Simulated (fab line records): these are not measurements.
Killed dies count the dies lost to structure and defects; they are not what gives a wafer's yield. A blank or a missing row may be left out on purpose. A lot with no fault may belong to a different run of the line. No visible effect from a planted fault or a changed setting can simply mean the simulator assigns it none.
fab line records :: flow sky130
[record]
  lots = 13
  wafers = 39
  last-day = 50
route steps=708 shown METAL3@536 PAD_OPEN@708
lots with no fault: from the same line, run without faults
start-h: hours from the record's first day to the start of the lot's first wafer shown :: wait-h: how many hours have passed since the lot's step before this one :: " the same as in the row above :: L1.1+2: a single row standing in for several wafers :: - either no value or no given start :: * or withheld: withheld :: < > ~ a bound
route shown NAME@n: names a module that has steps shown in the file, with the first one's number in the route :: usual: mean/standard deviation taken from wafers without a fault :: same: alike in all rows :: chamber/n: place in a boat :: sites: each site's reading :: _std_site: the standard deviation of these :: _edge_site: mean of outer sites minus mean of inner sites :: radius-mm: for every site, how far away it sits from the centre of the wafer :: mask NAME#n: copy n :: behind: tool/chamber where the wafer was last shaped :: hold: what put the lot on hold/how long, in hours/how the hold closed :: device: the transistor (n, p or np) that didn't switch :: end of line: at the end of the route, the tests of the same wafers :: a step without rows: its recipe alone :: killed: at the first sort, the dies lost to defects and structure; wafer yield is something else :: map: dies across one wafer; x = killed, . = not, _ = none there
set.NAME: the setting as run; set.NAME@STEP: as run at that earlier step :: model.NAME: the simulator's own value behind a step, which no gauge read
route steps across a sampled set of lots; one table per step, one row per wafer
services: the hour from which a tool's chamber was out of use, counted from the record's first day as start-h (under 0 if before that day), plus the number of hours and why
[[steps]]
[step SKY_METAL3_SPUTTER_04]
[recipe]
  material = TiN
  target-thk-nm = 70
  power-w = 6500
  time-s = 58.3
  chamber-pressure-pa = 0.4
[usual]
  cathode-dc-power-W = 6499.9/1.1
  chamber-pressure-pa = 0.4001/0.00075
  throttle-valve-pct = 29.7/0.91
lot.wafer: L461.1
tool: pvd-sputter-02
chamber: -
start-h: 858.99
wait-h: 0.0
cathode-dc-power-W: 6500.2
chamber-pressure-pa: 0.3986
throttle-valve-pct: 30.6

lot.wafer: L461.3
tool: pvd-sputter-02
chamber: -
start-h: 858.99
wait-h: 0.0
cathode-dc-power-W: 6500.6
chamber-pressure-pa: 0.3997
throttle-valve-pct: 30.1

lot.wafer: L461.6
tool: pvd-sputter-02
chamber: -
start-h: 858.99
wait-h: 0.0
cathode-dc-power-W: 6499.2
chamber-pressure-pa: 0.4000
throttle-valve-pct: 28.7

lot.wafer: L462.1
tool: pvd-sputter-01
chamber: -
start-h: 859.57
wait-h: 0.0
cathode-dc-power-W: 6499.6
chamber-pressure-pa: 0.3997
throttle-valve-pct: 28.7

lot.wafer: L462.5
tool: pvd-sputter-01
chamber: -
start-h: 859.57
wait-h: 0.0
cathode-dc-power-W: 6498.8
chamber-pressure-pa: 0.4013
throttle-valve-pct: 28.5

lot.wafer: L462.6
tool: pvd-sputter-01
chamber: -
start-h: 859.57
wait-h: 0.0
cathode-dc-power-W: 6502.3
chamber-pressure-pa: 0.4009
throttle-valve-pct: 29.5

lot.wafer: L465.1
tool: pvd-sputter-01
chamber: -
start-h: 905.24
wait-h: 0.0
cathode-dc-power-W: 6499.1
chamber-pressure-pa: 0.3999
throttle-valve-pct: 28.4

lot.wafer: L465.4
tool: pvd-sputter-01
chamber: -
start-h: 905.24
wait-h: 0.0
cathode-dc-power-W: 6499.8
chamber-pressure-pa: 0.3994
throttle-valve-pct: 31.1

lot.wafer: L465.5
tool: pvd-sputter-01
chamber: -
start-h: 905.24
wait-h: 0.0
cathode-dc-power-W: 6500.3
chamber-pressure-pa: 0.4012
throttle-valve-pct: 29.2

lot.wafer: L464.1
tool: pvd-sputter-02
chamber: -
start-h: 908.90
wait-h: 0.0
cathode-dc-power-W: 6497.6
chamber-pressure-pa: 0.4004
throttle-valve-pct: 30.1

lot.wafer: L464.3
tool: pvd-sputter-02
chamber: -
start-h: 908.90
wait-h: 0.0
cathode-dc-power-W: 6500.6
chamber-pressure-pa: 0.3999
throttle-valve-pct: 30.7

lot.wafer: L464.5
tool: pvd-sputter-02
chamber: -
start-h: 908.90
wait-h: 0.0
cathode-dc-power-W: 6501.1
chamber-pressure-pa: 0.3989
throttle-valve-pct: 30.2

lot.wafer: L467.2
tool: pvd-sputter-03
chamber: -
start-h: 911.85
wait-h: 0.0
cathode-dc-power-W: 6500.3
chamber-pressure-pa: 0.4000
throttle-valve-pct: 29.2

lot.wafer: L467.5
tool: pvd-sputter-03
chamber: -
start-h: 911.85
wait-h: 0.0
cathode-dc-power-W: 6501.7
chamber-pressure-pa: 0.3999
throttle-valve-pct: 29.5

lot.wafer: L467.6
tool: pvd-sputter-03
chamber: -
start-h: 911.85
wait-h: 0.0
cathode-dc-power-W: 6499.5
chamber-pressure-pa: 0.4008
throttle-valve-pct: 30.7

lot.wafer: L468.2
tool: pvd-sputter-01
chamber: -
start-h: 916.66
wait-h: 0.0
cathode-dc-power-W: 6499.6
chamber-pressure-pa: 0.3998
throttle-valve-pct: 30.8

lot.wafer: L468.4
tool: pvd-sputter-01
chamber: -
start-h: 916.66
wait-h: 0.0
cathode-dc-power-W: 6500.2
chamber-pressure-pa: 0.4002
throttle-valve-pct: 29.1

lot.wafer: L468.5
tool: pvd-sputter-01
chamber: -
start-h: 916.66
wait-h: 0.0
cathode-dc-power-W: 6501.0
chamber-pressure-pa: 0.4006
throttle-valve-pct: 28.9

lot.wafer: L469.1
tool: pvd-sputter-02
chamber: -
start-h: 923.92
wait-h: 0.0
cathode-dc-power-W: 6498.8
chamber-pressure-pa: 0.4002
throttle-valve-pct: 30.2

lot.wafer: L469.2
tool: pvd-sputter-02
chamber: -
start-h: 923.92
wait-h: 0.0
cathode-dc-power-W: 6498.7
chamber-pressure-pa: 0.4003
throttle-valve-pct: 30.6

lot.wafer: L469.5
tool: pvd-sputter-02
chamber: -
start-h: 923.92
wait-h: 0.0
cathode-dc-power-W: 6500.8
chamber-pressure-pa: 0.3991
throttle-valve-pct: 30.0

lot.wafer: L471.3
tool: pvd-sputter-03
chamber: -
start-h: 932.57
wait-h: 0.0
cathode-dc-power-W: -
chamber-pressure-pa: -
throttle-valve-pct: -

lot.wafer: L471.5
tool: pvd-sputter-03
chamber: -
start-h: 932.57
wait-h: 0.0
cathode-dc-power-W: -
chamber-pressure-pa: -
throttle-valve-pct: -

lot.wafer: L471.6
tool: pvd-sputter-03
chamber: -
start-h: 932.57
wait-h: 0.0
cathode-dc-power-W: -
chamber-pressure-pa: -
throttle-valve-pct: -

lot.wafer: L472.2
tool: pvd-sputter-01
chamber: -
start-h: 941.79
wait-h: 0.0
cathode-dc-power-W: -
chamber-pressure-pa: -
throttle-valve-pct: -

lot.wafer: L472.3
tool: pvd-sputter-01
chamber: -
start-h: 941.79
wait-h: 0.0
cathode-dc-power-W: -
chamber-pressure-pa: -
throttle-valve-pct: -

lot.wafer: L472.5
tool: pvd-sputter-01
chamber: -
start-h: 941.79
wait-h: 0.0
cathode-dc-power-W: -
chamber-pressure-pa: -
throttle-valve-pct: -

lot.wafer: L474.2
tool: pvd-sputter-01
chamber: -
start-h: 963.92
wait-h: 0.0
cathode-dc-power-W: -
chamber-pressure-pa: -
throttle-valve-pct: -

lot.wafer: L474.3
tool: pvd-sputter-01
chamber: -
start-h: 963.92
wait-h: 0.0
cathode-dc-power-W: -
chamber-pressure-pa: -
throttle-valve-pct: -

lot.wafer: L474.4
tool: pvd-sputter-01
chamber: -
start-h: 963.92
wait-h: 0.0
cathode-dc-power-W: -
chamber-pressure-pa: -
throttle-valve-pct: -

lot.wafer: L475.2
tool: pvd-sputter-02
chamber: -
start-h: 969.15
wait-h: 0.0
cathode-dc-power-W: 6497.8
chamber-pressure-pa: 0.4005
throttle-valve-pct: 30.3

lot.wafer: L475.4
tool: pvd-sputter-02
chamber: -
start-h: 969.15
wait-h: 0.0
cathode-dc-power-W: 6500.4
chamber-pressure-pa: 0.3988
throttle-valve-pct: 28.8

lot.wafer: L475.6
tool: pvd-sputter-02
chamber: -
start-h: 969.15
wait-h: 0.0
cathode-dc-power-W: 6500.4
chamber-pressure-pa: 0.3994
throttle-valve-pct: 30.6

lot.wafer: L481.2
tool: pvd-sputter-02
chamber: -
start-h: 1001.29
wait-h: 0.0
cathode-dc-power-W: 6499.8
chamber-pressure-pa: 0.4016
throttle-valve-pct: 30.4

lot.wafer: L481.3
tool: pvd-sputter-02
chamber: -
start-h: 1001.29
wait-h: 0.0
cathode-dc-power-W: 6499.6
chamber-pressure-pa: 0.4008
throttle-valve-pct: 30.2

lot.wafer: L481.6
tool: pvd-sputter-02
chamber: -
start-h: 1001.29
wait-h: 0.0
cathode-dc-power-W: 6500.1
chamber-pressure-pa: 0.3993
throttle-valve-pct: 29.9

lot.wafer: L482.2
tool: pvd-sputter-02
chamber: -
start-h: 1010.71
wait-h: 0.0
cathode-dc-power-W: 6502.8
chamber-pressure-pa: 0.4001
throttle-valve-pct: 29.9

lot.wafer: L482.3
tool: pvd-sputter-02
chamber: -
start-h: 1010.71
wait-h: 0.0
cathode-dc-power-W: 6501.8
chamber-pressure-pa: 0.4025
throttle-valve-pct: 30.4

lot.wafer: L482.5
tool: pvd-sputter-02
chamber: -
start-h: 1010.71
wait-h: 0.0
cathode-dc-power-W: 6497.2
chamber-pressure-pa: 0.3997
throttle-valve-pct: 30.6
[step SKY_METAL3_METAL_ETCH_18]
[recipe]
  target-depth-a = 8450
  stop-on = SiO2
  over-etch-frac = 0.3
  time-s = 183.1
  chemistry = Cl2/BCl3
  resist-sidewall-deg = 88
  pressure-mtorr = 10
  icp-w = 900
  bias-w = 48.5
  Cl2_flow_sccm = 60
  bcl3-flow-sccm = 30
[usual]
  drypump-motor-current-A = 5.7/0.56
  oes-product-au = 0.865/0.0058
  throttle-valve-pct = 22.264/0.0086
lot.wafer: L461.1
tool: rie-metal-01
chamber: 0
start-h: 912.90
wait-h: 0.0
drypump-motor-current-A: 6.3
oes-product-au: 0.867
rf-hours-counter-h: 9
throttle-valve-pct: 22.263

lot.wafer: L461.3
tool: rie-metal-01
chamber: 1
start-h: 912.90
wait-h: 0.0
drypump-motor-current-A: 5.2
oes-product-au: 0.868
rf-hours-counter-h: -
throttle-valve-pct: 22.258

lot.wafer: L461.6
tool: rie-metal-01
chamber: 0
start-h: 912.90
wait-h: 0.0
drypump-motor-current-A: 6.4
oes-product-au: 0.868
rf-hours-counter-h: -
throttle-valve-pct: 22.266

lot.wafer: L462.1
tool: rie-metal-04
chamber: 1
start-h: 913.24
wait-h: 0.0
drypump-motor-current-A: 6.0
oes-product-au: 0.860
rf-hours-counter-h: 9
throttle-valve-pct: 22.264

lot.wafer: L462.5
tool: rie-metal-04
chamber: 0
start-h: 913.24
wait-h: 0.0
drypump-motor-current-A: 6.0
oes-product-au: 0.877
rf-hours-counter-h: -
throttle-valve-pct: 22.258

lot.wafer: L462.6
tool: rie-metal-04
chamber: 1
start-h: 913.24
wait-h: 0.0
drypump-motor-current-A: 6.0
oes-product-au: 0.863
rf-hours-counter-h: -
throttle-valve-pct: 22.282

lot.wafer: L465.1
tool: rie-metal-04
chamber: 1
start-h: 954.15
wait-h: 0.0
drypump-motor-current-A: 6.0
oes-product-au: 0.872
rf-hours-counter-h: 11
throttle-valve-pct: 22.273

lot.wafer: L465.4
tool: rie-metal-04
chamber: 0
start-h: 954.15
wait-h: 0.0
drypump-motor-current-A: 6.0
oes-product-au: 0.860
rf-hours-counter-h: -
throttle-valve-pct: 22.258

lot.wafer: L465.5
tool: rie-metal-04
chamber: 0
start-h: 954.15
wait-h: 0.0
drypump-motor-current-A: 6.0
oes-product-au: 0.867
rf-hours-counter-h: -
throttle-valve-pct: 22.248

lot.wafer: L464.1
tool: rie-metal-03
chamber: 1
start-h: 959.01
wait-h: 0.0
drypump-motor-current-A: 4.7
oes-product-au: 0.869
rf-hours-counter-h: 10
throttle-valve-pct: 22.266

lot.wafer: L464.3
tool: rie-metal-03
chamber: 0
start-h: 959.01
wait-h: 0.0
drypump-motor-current-A: 5.6
oes-product-au: 0.869
rf-hours-counter-h: -
throttle-valve-pct: 22.266

lot.wafer: L464.5
tool: rie-metal-03
chamber: 1
start-h: 959.01
wait-h: 0.0
drypump-motor-current-A: 4.7
oes-product-au: 0.868
rf-hours-counter-h: -
throttle-valve-pct: 22.278

lot.wafer: L467.2
tool: rie-metal-03
chamber: 0
start-h: 961.66
wait-h: 0.0
drypump-motor-current-A: 5.6
oes-product-au: 0.863
rf-hours-counter-h: 8
throttle-valve-pct: 22.282

lot.wafer: L467.5
tool: rie-metal-03
chamber: 0
start-h: 961.66
wait-h: 0.0
drypump-motor-current-A: 5.6
oes-product-au: 0.868
rf-hours-counter-h: -
throttle-valve-pct: 22.266

lot.wafer: L467.6
tool: rie-metal-03
chamber: 1
start-h: 961.66
wait-h: 0.0
drypump-motor-current-A: 4.7
oes-product-au: 0.868
rf-hours-counter-h: -
throttle-valve-pct: 22.266

lot.wafer: L468.2
tool: rie-metal-04
chamber: 1
start-h: 965.61
wait-h: 0.0
drypump-motor-current-A: 6.0
oes-product-au: 0.872
rf-hours-counter-h: 12
throttle-valve-pct: 22.271

lot.wafer: L468.4
tool: rie-metal-04
chamber: 1
start-h: 965.61
wait-h: 0.0
drypump-motor-current-A: 6.0
oes-product-au: 0.866
rf-hours-counter-h: -
throttle-valve-pct: 22.272

lot.wafer: L468.5
tool: rie-metal-04
chamber: 1
start-h: 965.61
wait-h: 0.0
drypump-motor-current-A: 6.0
oes-product-au: 0.872
rf-hours-counter-h: -
throttle-valve-pct: 22.255

lot.wafer: L469.1
tool: rie-metal-03
chamber: 0
start-h: 973.16
wait-h: 0.0
drypump-motor-current-A: 5.6
oes-product-au: 0.854
rf-hours-counter-h: 9
throttle-valve-pct: 22.254

lot.wafer: L469.2
tool: rie-metal-03
chamber: 1
start-h: 973.16
wait-h: 0.0
drypump-motor-current-A: 4.7
oes-product-au: 0.865
rf-hours-counter-h: 11
throttle-valve-pct: 22.268

lot.wafer: L469.5
tool: rie-metal-03
chamber: 0
start-h: 973.16
wait-h: 0.0
drypump-motor-current-A: 5.6
oes-product-au: 0.866
rf-hours-counter-h: -
throttle-valve-pct: 22.253

lot.wafer: L471.3
tool: rie-metal-01
chamber: 0
start-h: 982.52
wait-h: 0.1
drypump-motor-current-A: 6.4
oes-product-au: 0.825
rf-hours-counter-h: -
throttle-valve-pct: 22.260

lot.wafer: L471.5
tool: rie-metal-01
chamber: 1
start-h: 982.52
wait-h: 0.1
drypump-motor-current-A: 5.2
oes-product-au: 0.827
rf-hours-counter-h: -
throttle-valve-pct: 22.260

lot.wafer: L471.6
tool: rie-metal-01
chamber: 0
start-h: 982.52
wait-h: 0.1
drypump-motor-current-A: 6.4
oes-product-au: 0.827
rf-hours-counter-h: -
throttle-valve-pct: 22.252

lot.wafer: L472.2
tool: rie-metal-01
chamber: 1
start-h: 989.25
wait-h: 0.0
drypump-motor-current-A: 5.2
oes-product-au: 0.830
rf-hours-counter-h: 6
throttle-valve-pct: 22.265

lot.wafer: L472.3
tool: rie-metal-01
chamber: 0
start-h: 989.25
wait-h: 0.0
drypump-motor-current-A: 6.3
oes-product-au: 0.839
rf-hours-counter-h: -
throttle-valve-pct: 22.266

lot.wafer: L472.5
tool: rie-metal-01
chamber: 0
start-h: 989.25
wait-h: 0.0
drypump-motor-current-A: 6.4
oes-product-au: 0.824
rf-hours-counter-h: -
throttle-valve-pct: 22.258

lot.wafer: L474.2
tool: rie-metal-03
chamber: 0
start-h: 1010.74
wait-h: 0.0
drypump-motor-current-A: 5.6
oes-product-au: 0.823
rf-hours-counter-h: 11
throttle-valve-pct: 22.268

lot.wafer: L474.3
tool: rie-metal-03
chamber: 0
start-h: 1010.74
wait-h: 0.0
drypump-motor-current-A: 5.6
oes-product-au: 0.824
rf-hours-counter-h: -
throttle-valve-pct: 22.261

lot.wafer: L474.4
tool: rie-metal-03
chamber: 1
start-h: 1010.74
wait-h: 0.0
drypump-motor-current-A: 4.7
oes-product-au: 0.825
rf-hours-counter-h: -
throttle-valve-pct: 22.260

lot.wafer: L475.2
tool: rie-metal-01
chamber: 0
start-h: 1016.53
wait-h: 0.0
drypump-motor-current-A: 6.4
oes-product-au: 0.874
rf-hours-counter-h: 15
throttle-valve-pct: 22.267

lot.wafer: L475.4
tool: rie-metal-01
chamber: 0
start-h: 1016.53
wait-h: 0.0
drypump-motor-current-A: 6.4
oes-product-au: 0.864
rf-hours-counter-h: -
throttle-valve-pct: 22.266

lot.wafer: L475.6
tool: rie-metal-01
chamber: 1
start-h: 1016.53
wait-h: 0.0
drypump-motor-current-A: 5.2
oes-product-au: 0.875
rf-hours-counter-h: -
throttle-valve-pct: 22.264

lot.wafer: L481.2
tool: rie-metal-04
chamber: 1
start-h: 1046.39
wait-h: 0.0
drypump-motor-current-A: 6.0
oes-product-au: 0.866
rf-hours-counter-h: 18
throttle-valve-pct: 22.258

lot.wafer: L481.3
tool: rie-metal-04
chamber: 1
start-h: 1046.39
wait-h: 0.0
drypump-motor-current-A: 6.0
oes-product-au: 0.874
rf-hours-counter-h: -
throttle-valve-pct: 22.257

lot.wafer: L481.6
tool: rie-metal-04
chamber: 1
start-h: 1046.39
wait-h: 0.0
drypump-motor-current-A: 6.0
oes-product-au: 0.874
rf-hours-counter-h: -
throttle-valve-pct: 22.265

lot.wafer: L482.2
tool: rie-metal-01
chamber: 1
start-h: 1057.34
wait-h: 0.0
drypump-motor-current-A: 5.2
oes-product-au: 0.867
rf-hours-counter-h: 11
throttle-valve-pct: 22.259

lot.wafer: L482.3
tool: rie-metal-01
chamber: 0
start-h: 1057.34
wait-h: 0.0
drypump-motor-current-A: 6.4
oes-product-au: 0.871
rf-hours-counter-h: -
throttle-valve-pct: 22.268

lot.wafer: L482.5
tool: rie-metal-01
chamber: 0
start-h: 1057.34
wait-h: 0.0
drypump-motor-current-A: 6.4
oes-product-au: 0.874
rf-hours-counter-h: -
throttle-valve-pct: 22.267
[step SKY_PAD_OPEN_PROBE_99]
[usual]
  defect-limited-yield = 82.5/1.9
  killed_at_M0_to_M3 = 44/6.4
  killed_at_M4_up = 3.4/2.1
  killed-at-contacts = 23/5
  killed-at-front-end = 15/4.5
  killed-at-other = 0.3/0.54
  killed-dies = 86/9.5
  killed-open = 48/6.9
  killed-short = 38/5.9
  sort_bin_3_pad_short = 0.8/0.44
  sort_bin_5_function = 10.5/1.6
  sort_bin_6_memory = 6.1/1.1
  sort-n-pass = 406/9.5
  sort-yield-pct = 82.5/1.9
[same]
  gross-dies = 492
  killed-at-back-side = 0
  sort_bin_4_leakage[%] = 0
  sort_bin_8_speed[%] = 0
lot.wafer: L472.3
tool: prober-02
chamber: -
start-h: 1147.68
wait-h: 0.2
defect-limited-yield[%]: 79.1
killed_at_M0_to_M3: 49
killed_at_M4_up: 4
killed-at-contacts: 24
killed-at-front-end: 26
killed-at-other: 0
killed-dies: 103
killed-open: 59
killed-short: 43
sort_bin_3_pad_short[%]: 1.4
sort_bin_5_function[%]: 12.2
sort_bin_6_memory[%]: 7.3
sort-n-pass: 389
sort-yield-pct[%]: 79.1

lot.wafer: L474.3
tool: prober-01
chamber: -
start-h: 1162.80
wait-h: 0.2
defect-limited-yield[%]: 80.9
killed_at_M0_to_M3: 47
killed_at_M4_up: 0
killed-at-contacts: 28
killed-at-front-end: 19
killed-at-other: 0
killed-dies: 94
killed-open: 50
killed-short: 42
sort_bin_3_pad_short[%]: 0.4
sort_bin_5_function[%]: 11.2
sort_bin_6_memory[%]: 7.5
sort-n-pass: 398
sort-yield-pct[%]: 80.9
// killed by level:class
L472.3 VIA1:geometric-particle:open=16 CONTACT:geometric-particle:open=12 FIELD_ISO:geometric-particle:short=9 CONTACT:geometric-particle:short=8 VIA1:geometric-particle:short=7 VIA3:geometric-particle:open=7 POLY_GATE:geometric-particle:short=6 VIA2:geometric-particle:open=5
L474.3 VIA1:geometric-particle:open=11 CONTACT:geometric-particle:open=8 LOCAL_INTERCONNECT:geometric-particle:short=7 CONTACT:geometric-particle:short=6 VIA3:geometric-particle:open=6 VIA2:geometric-particle:open=6 METAL2:geometric-particle:short=6 FIELD_ISO:geometric-particle:open=5
[[services]]
tool: rie-metal-01
chamber: 1
start-h: 844.37
hours: -
kind: clean

tool: rie-metal-01
chamber: 1
start-h: 844.37
hours: 22.6
kind: scheduled-down

tool: rie-metal-01
chamber: 1
start-h: 844.37
hours: 22.6
kind: vent-cycle

tool: pvd-sputter-03
chamber: -
start-h: 852.95
hours: 9.3
kind: repair

tool: pvd-sputter-02
chamber: 0
start-h: 874.87
hours: -
kind: consumable-replace:kit

tool: pvd-sputter-02
chamber: 0
start-h: 874.87
hours: 18.0
kind: scheduled-down

tool: pvd-sputter-02
chamber: 0
start-h: 874.87
hours: 18.0
kind: vent-cycle

tool: pvd-sputter-02
chamber: -
start-h: 878.24
hours: 2.6
kind: repair

tool: pvd-sputter-02
chamber: -
start-h: 878.65
hours: 4.5
kind: repair

tool: rie-metal-01
chamber: 1
start-h: 895.68
hours: 5.8
kind: repair

tool: rie-metal-01
chamber: -
start-h: 897.61
hours: 0.5
kind: repair

tool: pvd-sputter-01
chamber: -
start-h: 901.17
hours: 3.3
kind: repair

tool: pvd-sputter-01
chamber: 1
start-h: 932.81
hours: -
kind: consumable-replace:kit

tool: pvd-sputter-01
chamber: 1
start-h: 932.81
hours: 18.0
kind: scheduled-down

tool: pvd-sputter-01
chamber: 1
start-h: 932.81
hours: 18.0
kind: vent-cycle

tool: rie-metal-01
chamber: -
start-h: 942.45
hours: 2.6
kind: repair

tool: rie-metal-01
chamber: -
start-h: 942.82
hours: 0.3
kind: repair

tool: rie-metal-03
chamber: -
start-h: 974.87
hours: 1.2
kind: repair

tool: pvd-sputter-03
chamber: -
start-h: 977.03
hours: 29.4
kind: repair

tool: pvd-sputter-02
chamber: 3
start-h: 1037.66
hours: -
kind: consumable-replace:kit

tool: pvd-sputter-02
chamber: 3
start-h: 1037.66
hours: 18.0
kind: scheduled-down

tool: pvd-sputter-02
chamber: 3
start-h: 1037.66
hours: 18.0
kind: vent-cycle

tool: pvd-sputter-03
chamber: -
start-h: 1041.82
hours: 4.0
kind: repair

tool: pvd-sputter-01
chamber: -
start-h: 1048.57
hours: 3.3
kind: repair
[[key]]
[first-sign]
  step = SKY_METAL3_SPUTTER_04
  reading = tool-record
  direction = missing
[effect]
  step = SKY_METAL3_METAL_ETCH_18
  reading = oes-product-au
  direction = down
  sigmas = 6.6
  usual = 0.865
  struck = 0.827
met-at SKY_METAL3_SPUTTER_04
struck-lots L471,L472,L474
onset-between 916.66 932.57
[fault]
  kind = skipped-step-whole
  tool = pvd-sputter-01,pvd-sputter-03
  chamber = -
  onset-h = 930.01
  steps = SKY_METAL3_SPUTTER_04
  scope = struck-lots-only
